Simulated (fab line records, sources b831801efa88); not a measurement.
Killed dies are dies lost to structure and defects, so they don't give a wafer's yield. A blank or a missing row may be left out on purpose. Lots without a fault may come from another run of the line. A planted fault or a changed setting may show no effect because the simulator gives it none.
Tool commonality check | flow gf180mcu | 14 lots, 42 wafers sampled

WHY IT WAS OPENED
At GF_HV_LDD_CD_MEAS_07 the reading cd_nm is flagged on 2 of 14 lots. Wafers without a fault read 399.2 nm, standard deviation 2.4.
Rule: a lot is flagged when every wafer of it that has a number lies more than 4 standard deviations from that mean, or none has a number. The other lots count as sound.

lot  | measured     | on        | cd_nm (nm), wafer by wafer | flag
L445 | day 10 08:26 | cd_sem-02 | 400.2 401.2 400.4          |
L446 | day 10 12:33 | cd_sem-01 | 400.1 395.7 399.8          |
L447 | day 10 22:44 | cd_sem-02 | 398.0 398.7 396.6          |
L449 | day 11 13:09 | cd_sem-02 | 366.2 367.0 366.7          | FLAGGED
L450 | day 11 19:05 | cd_sem-02 | 394.4 391.8 393.3          |
L451 | day 12 04:41 | cd_sem-01 | 401.7 401.7 399.7          |
L453 | day 12 14:33 | cd_sem-02 | 368.2 367.6 366.9          | FLAGGED
L458 | day 14 06:07 | cd_sem-01 | 401.0 398.6 400.9          |
L460 | day 14 21:55 | cd_sem-02 | 398.2 399.9 399.3          |
L462 | day 15 13:14 | cd_sem-02 | 398.5 398.3 399.4          |
L463 | day 15 17:07 | cd_sem-01 | 398.3 402.0 401.6          |
L464 | day 16 02:20 | cd_sem-01 | 400.5 401.1 399.3          |
L466 | day 16 19:46 | cd_sem-01 | 401.9 401.2 401.9          |
L467 | day 17 04:08 | cd_sem-01 | 400.4 402.2 400.9          |
The numbers of the flagged lots are 367.1 nm on average: -32.1 nm against the usual, or -13 standard deviations.

WHICH TOOL RAN EACH LOT
The record holds 1 process step before the reading, out of a route of 602 steps. In each cell: the tool, then ch and the chambers that the sampled wafers went through, then the start.
lot  | flag    | GF_HV_LDD_DEVELOP_06
L445 |         | litho_track-01 ch 0, day 10 08:17
L446 |         | litho_track-01 ch 0, day 10 12:24
L447 |         | litho_track-04 ch 0, day 10 22:35
L449 | FLAGGED | litho_track-01 ch 0, day 11 12:59
L450 |         | litho_track-03 ch 0, day 11 18:56
L451 |         | litho_track-04 ch 0, day 12 04:32
L453 | FLAGGED | litho_track-01 ch 0, day 12 14:20
L458 |         | litho_track-03 ch 0, day 14 05:58
L460 |         | litho_track-03 ch 0, day 14 21:46
L462 |         | litho_track-01 ch 0, day 15 13:06
L463 |         | litho_track-01 ch 0, day 15 16:58
L464 |         | litho_track-03 ch 0, day 16 02:11
L466 |         | litho_track-01 ch 0, day 16 19:37
L467 |         | litho_track-01 ch 0, day 17 04:00
What these steps do:
- GF_HV_LDD_DEVELOP_06: develop time 60 s.
- GF_HV_LDD_CD_MEAS_07: target cd 400 nm.

FLAGGED OVER TOTAL, TOOL BY TOOL (the gauges that took the reading come last)
step                 | tool           | lots run | flagged | share of the flagged lots | sound lots run after its first flagged lot
GF_HV_LDD_DEVELOP_06 | litho_track-01 | 8        | 2       | all                       | 4 (L462,L463,L466,L467)
GF_HV_LDD_DEVELOP_06 | litho_track-03 | 4        | 0       | none                      | -
GF_HV_LDD_DEVELOP_06 | litho_track-04 | 2        | 0       | none                      | -
GF_HV_LDD_CD_MEAS_07 | cd_sem-01      | 7        | 0       | none                      | -
GF_HV_LDD_CD_MEAS_07 | cd_sem-02      | 7        | 2       | all                       | 3 (L450,L460,L462)

WHAT THE TABLE ALLOWS
2 rows of the table ran every flagged lot: litho_track-01 at GF_HV_LDD_DEVELOP_06, cd_sem-02 at GF_HV_LDD_CD_MEAS_07.
- litho_track-01 at GF_HV_LDD_DEVELOP_06: 2 of its 8 lots flagged. Sound lots ran on it after the first flagged one (L462, L463, L466, L467), which a lasting fault on the whole tool wouldn't allow.
- cd_sem-02 at GF_HV_LDD_CD_MEAS_07: 2 of its 7 lots flagged. Sound lots ran on it after the first flagged one (L450, L460, L462), which a lasting fault on the whole tool wouldn't allow.
No row of the table ran every flagged lot and no sound lot after the first.

WHAT THE SIMULATOR HAD PUT IN
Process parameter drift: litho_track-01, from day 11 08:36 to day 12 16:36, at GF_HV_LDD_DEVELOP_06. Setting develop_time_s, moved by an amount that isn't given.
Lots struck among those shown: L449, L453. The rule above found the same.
